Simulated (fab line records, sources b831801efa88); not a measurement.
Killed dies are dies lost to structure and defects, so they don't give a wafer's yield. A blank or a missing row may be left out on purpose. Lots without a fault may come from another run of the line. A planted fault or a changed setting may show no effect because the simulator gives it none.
Which tool did it? | flow gf180mcu | 11 lots, 33 wafers sampled, at 3 steps of a route of 602

WHAT THE GAUGES READ, wafer by wafer
GF_M4_RS_MEAS_05: measures by four-point-probe.
lot  | measured     | on            | M4_ALCU_RS (ohm/sq)
L600 | day 23 07:43 | film_metro-03 | 0.0681 0.0680 0.0682
L599 | day 23 08:23 | film_metro-02 | 0.0715 0.0709 0.0706
L603 | day 24 09:30 | film_metro-03 | 0.0703 0.0696 0.0698
L604 | day 24 14:19 | film_metro-02 | 0.0710 0.0705 0.0708
L607 | day 25 19:30 | film_metro-02 | 0.0698 0.0700 0.0704
L610 | day 26 20:13 | film_metro-03 | 0.1236 0.0709 0.0716
L611 | day 27 00:23 | film_metro-04 | 0.0704 0.1218 0.1209
L614 | day 28 02:39 | film_metro-04 | 0.0706 0.0695 0.0702
L616 | day 28 16:14 | film_metro-02 | 0.0707 0.0698 0.0699
L619 | day 29 16:34 | film_metro-04 | 0.0704 0.0693 0.0705
L618 | day 29 18:18 | film_metro-03 | 0.0689 0.0705 0.0702

WHICH TOOL RAN EACH LOT (tool, then ch and the chambers of the sampled wafers, then the start)
lot  | GF_V2_CVD_23                  | GF_M4_SPUTTER_02
L600 | cvd_w-02 ch 0,1, day 21 05:39 | pvd_sputter-04, day 23 07:37
L599 | cvd_w-01 ch 0,1, day 21 06:16 | pvd_sputter-03, day 23 08:16
L603 | cvd_w-01 ch 0,1, day 22 08:41 | pvd_sputter-03, day 24 09:25
L604 | cvd_w-02 ch 0,1, day 22 14:05 | pvd_sputter-03, day 24 14:13
L607 | cvd_w-02 ch 0,1, day 23 19:08 | pvd_sputter-01, day 25 19:21
L610 | cvd_w-01 ch 0,1, day 24 21:37 | pvd_sputter-03, day 26 20:08
L611 | cvd_w-02 ch 0,1, day 25 01:05 | pvd_sputter-03, day 27 00:17
L614 | cvd_w-01 ch 0,1, day 26 05:12 | pvd_sputter-04, day 28 02:28
L616 | cvd_w-02 ch 0,1, day 26 18:55 | pvd_sputter-01, day 28 16:08
L619 | cvd_w-01 ch 0,1, day 27 21:41 | pvd_sputter-04, day 29 16:29
L618 | cvd_w-02 ch 0,1, day 27 23:35 | pvd_sputter-04, day 29 18:13
- GF_V2_CVD_23: deposits W, target thk 350 nm, time 104.94 s.
- GF_M4_SPUTTER_02: material AlCu, target thk 450 nm, time 23.9 s.

THE ANSWER, worked out from the rows above alone
Rule: what is usual is taken from the lots themselves. Put in order of their means at a reading, lots are off if they are a third of the lots or fewer, leave a main group of 4 or more, and stand apart from it by a gap of 3 or more times the standard deviation of the main group's means; of several such gaps the widest counts. A main group whose means are all the same, to the digits that the tables above print for the reading, isn't used. A lot without any number at a reading at which 4 lots or more have one is off too. The other lots that the step has rows for count as sound.
Off: L610, L611, at GF_M4_RS_MEAS_05 (M4_ALCU_RS). The main group: mean 0.0700 ohm/sq, standard deviation 0.00076.
A tool fits if, at a process step before that reading, it ran every lot that is off, and no sound lot after the first of them. The gauges at GF_M4_RS_MEAS_05 are tried like those tools. One fits: pvd_sputter-03 at GF_M4_SPUTTER_02. Its last sound lot is L604 (day 24 14:13), its first lot that is off L610 (day 26 20:08): a fault that began between those two fits.

WHAT THE SIMULATOR HAD PUT IN
Process parameter drift: pvd_sputter-03, from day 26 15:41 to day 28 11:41, at GF_M4_SPUTTER_02. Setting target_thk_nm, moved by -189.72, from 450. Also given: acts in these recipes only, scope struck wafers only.
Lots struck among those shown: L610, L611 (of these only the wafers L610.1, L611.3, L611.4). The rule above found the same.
